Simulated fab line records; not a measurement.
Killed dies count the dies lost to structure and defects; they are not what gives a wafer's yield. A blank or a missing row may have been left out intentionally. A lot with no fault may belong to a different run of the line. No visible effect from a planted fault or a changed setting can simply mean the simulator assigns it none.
fab line records -- flow sky130
record lots=11, wafers=33, last_day=50
route steps=708 shown CONTACT@429 VIA1@461 METAL2@485 PAD_OPEN@708
lots untouched by any fault: they come from a run of this same line in which no faults occurred
start_h: the number of hours between the record's first day and the start of the first shown wafer of the lot -- wait_h: how many hours have passed since the lot's step before this one -- " as in the row above -- L1.1+2: one row covering several wafers at once -- - no value present, or no start provided -- * or withheld: withheld -- < > ~ a bound
route shown NAME@n: names a module that has steps shown in the file, with the first one's number in the route -- usual: mean and standard deviation over wafers with no fault -- same: alike in all rows -- chamber/n: place in a boat -- sites: the reading at each site -- _std_site: standard deviation of those values -- _edge_site: mean of outer sites minus mean of inner sites -- radius_mm: how far each site lies from the wafer's centre -- mask NAME#n: copy n -- behind: the last tool/chamber to shape the wafer -- hold: cause of the lot's hold/its duration in hours/its outcome -- device: names the non-switching transistor (n, p or np) -- end of line: tests run on the same wafers once the route is complete -- a step with no rows: only its recipe -- killed: the dies lost at the first sort to structure and to defects; this is not the yield of the wafer -- map: shows each die of a wafer: x if killed, . if not, _ if none is there
set.NAME: the setting that was run; set.NAME@STEP: the one run at that earlier step -- model.NAME: the simulator's own value behind a step, which no gauge read
steps of the route over a sample of lots; a table a step, a row a wafer
services: the hour from which a tool's chamber was out of use, counted from the record's first day as start_h (under 0 if before that day), plus the number of hours and why
## steps
# step SKY_CONTACT_SPUTTER_23
# recipe material=TiN, target_thk_nm=20, chamber_pressure_pa=5, power_w=4000, time_s=80
# usual throttle_valve_pct=29.9/0.78
lot.wafer,tool,chamber,start_h,wait_h,throttle_valve_pct
L220.1,pvd_sputter-03,-,734.91,0.0,29.9
L220.3,pvd_sputter-03,-,734.91,0.0,30.6
L220.6,pvd_sputter-03,-,734.91,0.0,29.0
L222.1,pvd_sputter-03,-,755.09,0.0,29.7
L222.3,pvd_sputter-03,-,755.09,0.0,30.7
L222.4,pvd_sputter-03,-,755.09,0.0,29.7
L223.1,pvd_sputter-04,-,767.91,0.0,30.0
L223.2,pvd_sputter-04,-,767.91,0.0,30.9
L223.5,pvd_sputter-04,-,767.91,0.0,28.4
L232.3,pvd_sputter-03,-,844.75,0.0,30.4
L232.4,pvd_sputter-03,-,844.75,0.0,29.8
L232.6,pvd_sputter-03,-,844.75,0.0,29.0
L234.1,pvd_sputter-03,-,859.99,0.0,29.6
L234.3,pvd_sputter-03,-,859.99,0.0,29.3
L234.4,pvd_sputter-03,-,859.99,0.0,29.8
L235.3,pvd_sputter-04,-,866.58,0.0,31.2
L235.4,pvd_sputter-04,-,866.58,0.0,29.6
L235.5,pvd_sputter-04,-,866.58,0.0,30.1
L237.3,pvd_sputter-03,-,868.56,0.0,30.8
L237.5,pvd_sputter-03,-,868.56,0.0,29.3
L237.6,pvd_sputter-03,-,868.56,0.0,30.4
L239.2,pvd_sputter-01,-,884.41,0.0,29.5
L239.5,pvd_sputter-01,-,884.41,0.0,29.4
L239.6,pvd_sputter-01,-,884.41,0.0,31.7
L240.1,pvd_sputter-01,-,901.95,0.0,29.3
L240.4,pvd_sputter-01,-,901.95,0.0,31.0
L240.5,pvd_sputter-01,-,901.95,0.0,29.0
L243.3,pvd_sputter-03,-,909.40,0.0,30.3
L243.4,pvd_sputter-03,-,909.40,0.0,29.2
L243.6,pvd_sputter-03,-,909.40,0.0,30.9
L242.1,pvd_sputter-03,-,910.40,0.0,30.1
L242.5,pvd_sputter-03,-,910.40,0.0,30.5
L242.6,pvd_sputter-03,-,910.40,0.0,29.9
# step SKY_VIA1_BOW_MEAS_03
# recipe mode=bow
# usual VIA1_BOW=80/7.1
lot.wafer,tool,chamber,start_h,wait_h,VIA1_BOW[um]
L220.1,film_metro-01,-,764.41,0.2,74
L220.3,film_metro-01,-,764.41,0.2,74
L220.6,film_metro-01,-,764.41,0.2,82
L222.1,film_metro-04,-,784.24,0.1,76
L222.3,film_metro-04,-,784.24,0.1,82
L222.4,film_metro-04,-,784.24,0.1,89
L223.1,film_metro-04,-,796.31,0.2,78
L223.2,film_metro-04,-,796.31,0.2,85
L223.5,film_metro-04,-,796.31,0.2,90
L232.3,film_metro-02,-,873.69,0.3,77
L232.4,film_metro-02,-,873.69,0.3,82
L232.6,film_metro-02,-,873.69,0.3,82
L234.1,film_metro-04,-,888.25,0.1,88
L234.3,film_metro-04,-,888.25,0.1,85
L234.4,film_metro-04,-,888.25,0.1,68
L235.3,film_metro-04,-,894.16,0.2,82
L235.4,film_metro-04,-,894.16,0.2,83
L235.5,film_metro-04,-,894.16,0.2,74
L237.3,film_metro-01,-,897.28,0.2,84
L237.5,film_metro-01,-,897.28,0.2,81
L237.6,film_metro-01,-,897.28,0.2,90
L239.2,film_metro-02,-,912.47,0.2,74
L239.5,film_metro-02,-,912.47,0.2,81
L239.6,film_metro-02,-,912.47,0.2,81
L240.1,film_metro-02,-,929.25,0.2,80
L240.4,film_metro-02,-,929.25,0.2,91
L240.5,film_metro-02,-,929.25,0.2,80
L243.3,film_metro-02,-,936.31,0.1,72
L243.4,film_metro-02,-,936.31,0.1,87
L243.6,film_metro-02,-,936.31,0.1,68
L242.1,film_metro-02,-,937.31,0.1,79
L242.5,film_metro-02,-,937.31,0.1,76
L242.6,film_metro-02,-,937.31,0.1,78
# step SKY_VIA1_CVD_21
# recipe material=W, target_thk_nm=270, time_s=80.902, temp_c=400, pressure_torr=40
# usual heater_power_w=890/51
lot.wafer,tool,chamber,start_h,wait_h,heater_power_w
L220.1,cvd_w-01,0,791.68,0.0,908
L220.3,cvd_w-01,1,791.68,0.0,820
L220.6,cvd_w-01,1,791.68,0.0,836
L222.1,cvd_w-01,0,811.93,0.0,897
L222.3,cvd_w-01,0,811.93,0.0,901
L222.4,cvd_w-01,1,811.93,0.0,864
L223.1,cvd_w-02,1,824.10,0.0,945
L223.2,cvd_w-02,0,824.10,0.0,887
L223.5,cvd_w-02,1,824.10,0.0,946
L232.3,cvd_w-02,1,900.31,0.1,979
L232.4,cvd_w-02,0,900.31,0.1,911
L232.6,cvd_w-02,1,900.31,0.1,948
L234.1,cvd_w-02,1,914.46,0.0,945
L234.3,cvd_w-02,0,914.46,0.0,897
L234.4,cvd_w-02,1,914.46,0.0,940
L235.3,cvd_w-01,0,919.73,0.1,857
L235.4,cvd_w-01,1,919.73,0.1,789
L235.5,cvd_w-01,0,919.73,0.1,860
L237.3,cvd_w-01,0,923.11,0.1,857
L237.5,cvd_w-01,1,923.11,0.1,793
L237.6,cvd_w-01,0,923.11,0.1,814
L239.2,cvd_w-01,0,937.89,0.0,847
L239.5,cvd_w-01,1,937.89,0.0,807
L239.6,cvd_w-01,0,937.89,0.0,856
L240.1,cvd_w-01,0,954.89,0.0,866
L240.4,cvd_w-01,0,954.89,0.0,867
L240.5,cvd_w-01,1,954.89,0.0,795
L243.3,cvd_w-01,1,964.30,0.1,803
L243.4,cvd_w-01,0,964.30,0.1,847
L243.6,cvd_w-01,1,964.30,0.1,786
L242.1,cvd_w-02,1,964.37,0.0,966
L242.5,cvd_w-02,1,964.37,0.0,955
L242.6,cvd_w-02,0,964.37,0.0,928
# step SKY_VIA1_RS_MEAS_22
# recipe thk_meas_gauge=four-point-probe, reads=W_of_VIA1_CVD_21+TiN_of_VIA1_SPUTTER_20
# usual VIA1_W_RS=0.430/0.0049
lot.wafer,tool,chamber,start_h,wait_h,VIA1_W_RS[ohm/sq]
L220.1,film_metro-02,-,791.77,0.1,0.428
L220.3,film_metro-02,-,791.77,0.1,0.433
L220.6,film_metro-02,-,791.77,0.1,0.433
L222.1,film_metro-01,-,812.02,0.1,0.432
L222.3,film_metro-01,-,812.02,0.1,0.438
L222.4,film_metro-01,-,812.02,0.1,0.437
L223.1,film_metro-04,-,824.19,0.1,0.427
L223.2,film_metro-04,-,824.19,0.1,0.427
L223.5,film_metro-04,-,824.19,0.1,0.423
L232.3,film_metro-02,-,900.42,0.1,0.454
L232.4,film_metro-02,-,900.42,0.1,0.455
L232.6,film_metro-02,-,900.42,0.1,0.449
L234.1,film_metro-04,-,914.56,0.1,0.465
L234.3,film_metro-04,-,914.56,0.1,0.464
L234.4,film_metro-04,-,914.56,0.1,0.460
L235.3,film_metro-04,-,919.83,0.1,0.431
L235.4,film_metro-04,-,919.83,0.1,0.425
L235.5,film_metro-04,-,919.83,0.1,0.434
L237.3,film_metro-04,-,923.21,0.1,0.426
L237.5,film_metro-04,-,923.21,0.1,0.421
L237.6,film_metro-04,-,923.21,0.1,0.429
L239.2,film_metro-02,-,938.00,0.1,0.434
L239.5,film_metro-02,-,938.00,0.1,0.423
L239.6,film_metro-02,-,938.00,0.1,0.431
L240.1,film_metro-02,-,954.98,0.1,0.437
L240.4,film_metro-02,-,954.98,0.1,0.435
L240.5,film_metro-02,-,954.98,0.1,0.424
L243.3,film_metro-01,-,964.41,0.1,0.425
L243.4,film_metro-01,-,964.41,0.1,0.430
L243.6,film_metro-01,-,964.41,0.1,0.425
L242.1,film_metro-02,-,964.46,0.1,0.432
L242.5,film_metro-02,-,964.46,0.1,0.430
L242.6,film_metro-02,-,964.46,0.1,0.430
# step SKY_VIA1_THK_MEAS_23
# recipe thk_meas_gauge=xrf, reads=W_of_VIA1_CVD_21
# usual VIA1_W_THK=267/3.8
lot.wafer,tool,chamber,start_h,wait_h,VIA1_W_THK[nm]
L220.1,film_metro-02,-,791.89,0.1,265
L220.3,film_metro-02,-,791.89,0.1,263
L220.6,film_metro-02,-,791.89,0.1,261
L222.1,film_metro-01,-,812.14,0.1,269
L222.3,film_metro-01,-,812.14,0.1,265
L222.4,film_metro-01,-,812.14,0.1,265
L223.1,film_metro-04,-,824.31,0.1,269
L223.2,film_metro-04,-,824.31,0.1,270
L223.5,film_metro-04,-,824.31,0.1,273
L232.3,film_metro-02,-,900.52,0.1,251
L232.4,film_metro-02,-,900.52,0.1,251
L232.6,film_metro-02,-,900.52,0.1,253
L234.1,film_metro-04,-,914.68,0.1,248
L234.3,film_metro-04,-,914.68,0.1,249
L234.4,film_metro-04,-,914.68,0.1,252
L235.3,film_metro-04,-,919.93,0.1,267
L235.4,film_metro-04,-,919.93,0.1,273
L235.5,film_metro-04,-,919.93,0.1,267
L237.3,film_metro-04,-,923.31,0.1,271
L237.5,film_metro-04,-,923.31,0.1,275
L237.6,film_metro-04,-,923.31,0.1,271
L239.2,film_metro-02,-,938.11,0.1,264
L239.5,film_metro-02,-,938.11,0.1,272
L239.6,film_metro-02,-,938.11,0.1,267
L240.1,film_metro-02,-,955.10,0.1,263
L240.4,film_metro-02,-,955.10,0.1,263
L240.5,film_metro-02,-,955.10,0.1,271
L243.3,film_metro-01,-,964.51,0.1,268
L243.4,film_metro-01,-,964.51,0.1,263
L243.6,film_metro-01,-,964.51,0.1,269
L242.1,film_metro-02,-,964.58,0.1,261
L242.5,film_metro-02,-,964.58,0.1,262
L242.6,film_metro-02,-,964.58,0.1,263
# step SKY_METAL2_SPUTTER_02
# recipe material=AlCu, target_thk_nm=250, power_w=10600, time_s=13.3, chamber_pressure_pa=0.4
# usual throttle_valve_pct=30.2/0.92
lot.wafer,tool,chamber,start_h,wait_h,throttle_valve_pct
L220.1,pvd_sputter-04,-,792.30,0.0,28.8
L220.3,pvd_sputter-04,-,792.30,0.0,31.2
L220.6,pvd_sputter-04,-,792.30,0.0,28.6
L222.1,pvd_sputter-01,-,812.57,0.0,31.1
L222.3,pvd_sputter-01,-,812.57,0.0,29.2
L222.4,pvd_sputter-01,-,812.57,0.0,29.5
L223.1,pvd_sputter-01,-,824.74,0.0,30.9
L223.2,pvd_sputter-01,-,824.74,0.0,29.1
L223.5,pvd_sputter-01,-,824.74,0.0,31.1
L232.3,pvd_sputter-01,-,900.90,0.0,31.0
L232.4,pvd_sputter-01,-,900.90,0.0,29.3
L232.6,pvd_sputter-01,-,900.90,0.0,31.6
L234.1,pvd_sputter-01,-,915.18,0.0,30.9
L234.3,pvd_sputter-01,-,915.18,0.0,29.2
L234.4,pvd_sputter-01,-,915.18,0.0,31.2
L235.3,pvd_sputter-02,-,920.32,0.0,30.8
L235.4,pvd_sputter-02,-,920.32,0.0,30.0
L235.5,pvd_sputter-02,-,920.32,0.0,30.4
L237.3,pvd_sputter-01,-,923.70,0.0,31.9
L237.5,pvd_sputter-01,-,923.70,0.0,29.2
L237.6,pvd_sputter-01,-,923.70,0.0,31.5
L239.2,pvd_sputter-02,-,938.51,0.0,30.8
L239.5,pvd_sputter-02,-,938.51,0.0,30.6
L239.6,pvd_sputter-02,-,938.51,0.0,29.7
L240.1,pvd_sputter-04,-,955.51,0.0,31.0
L240.4,pvd_sputter-04,-,955.51,0.0,30.2
L240.5,pvd_sputter-04,-,955.51,0.0,29.7
L243.3,pvd_sputter-01,-,964.98,0.0,29.1
L243.4,pvd_sputter-01,-,964.98,0.0,29.5
L243.6,pvd_sputter-01,-,964.98,0.0,28.9
L242.1,pvd_sputter-04,-,965.28,0.0,30.9
L242.5,pvd_sputter-04,-,965.28,0.0,30.0
L242.6,pvd_sputter-04,-,965.28,0.0,28.9
# step SKY_PAD_OPEN_PROBE_99
# usual defect_limited_yield=82.4/1.9, killed_at_M0_to_M3=43/7.1, killed_at_M4_up=3.2/1.7, killed_at_contacts=24/5.6, killed_at_front_end=16/5, killed_at_other=0.4/0.68, killed_dies=86/9.3, killed_open=47/7.1, killed_short=39/5.7, sort_bin_3_pad_short=0.9/0.38, sort_bin_5_function=10.4/1.5, sort_bin_6_memory=6.3/1.3, sort_n_pass=406/9.3, sort_yield_pct=82.4/1.9
# same gross_dies=492, killed_at_back_side=0, sort_bin_4_leakage[%]=0, sort_bin_8_speed[%]=0
lot.wafer,tool,chamber,start_h,wait_h,defect_limited_yield[%],killed_at_M0_to_M3,killed_at_M4_up,killed_at_contacts,killed_at_front_end,killed_at_other,killed_dies,killed_open,killed_short,sort_bin_3_pad_short[%],sort_bin_5_function[%],sort_bin_6_memory[%],sort_n_pass,sort_yield_pct[%]
L232.3,prober-01,-,1154.39,0.2,83.5,55,6,8,12,0,81,39,42,1.4,9.1,5.9,411,83.5
L232.4,prober-01,-,1154.44,0.2,87.6,36,4,13,8,0,61,34,27,0.6,7.7,4.1,431,87.6
L232.6,prober-01,-,1154.54,0.2,86.0,32,5,15,17,0,69,38,31,0,8.1,5.9,423,86.0
# killed by level:class
L232.3 VIA3:geometric_particle:open=11 METAL2:geometric_particle:short=8 METAL1:geometric_particle:short=7 VIA1:geometric_particle:open=6 VIA3:geometric_particle:short=6 POLY_GATE:geometric_particle:short=5 VIA2:geometric_particle:open=5 METAL4:geometric_particle:short=5
L232.4 VIA1:geometric_particle:open=6 CONTACT:geometric_particle:open=5 VIA2:geometric_particle:open=5 VIA3:geometric_particle:open=5 VIA1:geometric_particle:short=4 FIELD_ISO:geometric_particle:short=3 FIELD_ISO:geometric_particle:open=3 CONTACT:geometric_particle:short=3
L232.6 VIA1:geometric_particle:open=9 CONTACT:geometric_particle:open=6 POLY_GATE:geometric_particle:short=5 METAL1:geometric_particle:short=4 VIA1:geometric_particle:short=4 METAL2:geometric_particle:short=4 VIA2:geometric_particle:open=4 VIA3:geometric_particle:open=4
## services
tool,chamber,start_h,hours,kind
cvd_w-01,0,713.60,9.9,repair
cvd_w-01,-,726.57,2.8,pm
cvd_w-02,0,735.94,5.2,repair
pvd_sputter-04,-,744.91,22.3,repair
cvd_w-02,1,745.59,8.3,repair
pvd_sputter-02,-,777.74,1.8,repair
pvd_sputter-01,3,780.08,-,consumable_replace:kit
pvd_sputter-01,3,780.08,18.0,scheduled_down
pvd_sputter-01,3,780.08,18.0,vent_cycle
pvd_sputter-03,3,803.92,-,consumable_replace:kit
pvd_sputter-01,-,813.63,1.2,repair
pvd_sputter-02,-,831.83,20.9,repair
pvd_sputter-02,-,839.97,14.8,repair
cvd_w-01,0,874.29,14.7,repair
cvd_w-01,1,875.63,6.7,repair
pvd_sputter-03,-,878.35,8.0,repair
pvd_sputter-03,-,898.38,2.3,repair
cvd_w-01,-,904.00,14.0,pm
pvd_sputter-01,2,910.19,-,consumable_replace:kit
pvd_sputter-01,2,910.19,18.0,scheduled_down
pvd_sputter-01,2,910.19,18.0,vent_cycle
pvd_sputter-03,-,932.08,5.2,repair
pvd_sputter-01,-,953.33,2.4,repair
pvd_sputter-03,-,958.48,1.5,repair
## key
first_sign step=SKY_VIA1_RS_MEAS_22, reading=VIA1_W_RS, direction=up, sigmas=5.7, usual=0.430, struck=0.458
effect step=SKY_VIA1_THK_MEAS_23, reading=VIA1_W_THK, direction=down, sigmas=4.3, usual=267, struck=251
met_at SKY_VIA1_CVD_21
struck_lots L232,L234
not_acting_at SKY_CONTACT_SPUTTER_23,SKY_VIA1_BOW_MEAS_03,SKY_METAL2_SPUTTER_02
onset_between 824.10 900.31
fault kind=process_parameter_drift, tool=cvd_w-02, chamber=-, onset_h=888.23, steps=SKY_VIA1_CVD_21, channel=target_thk_nm, offset=-17.354, shape=step, end_h=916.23, acts_in=these_recipes_only, stated=270
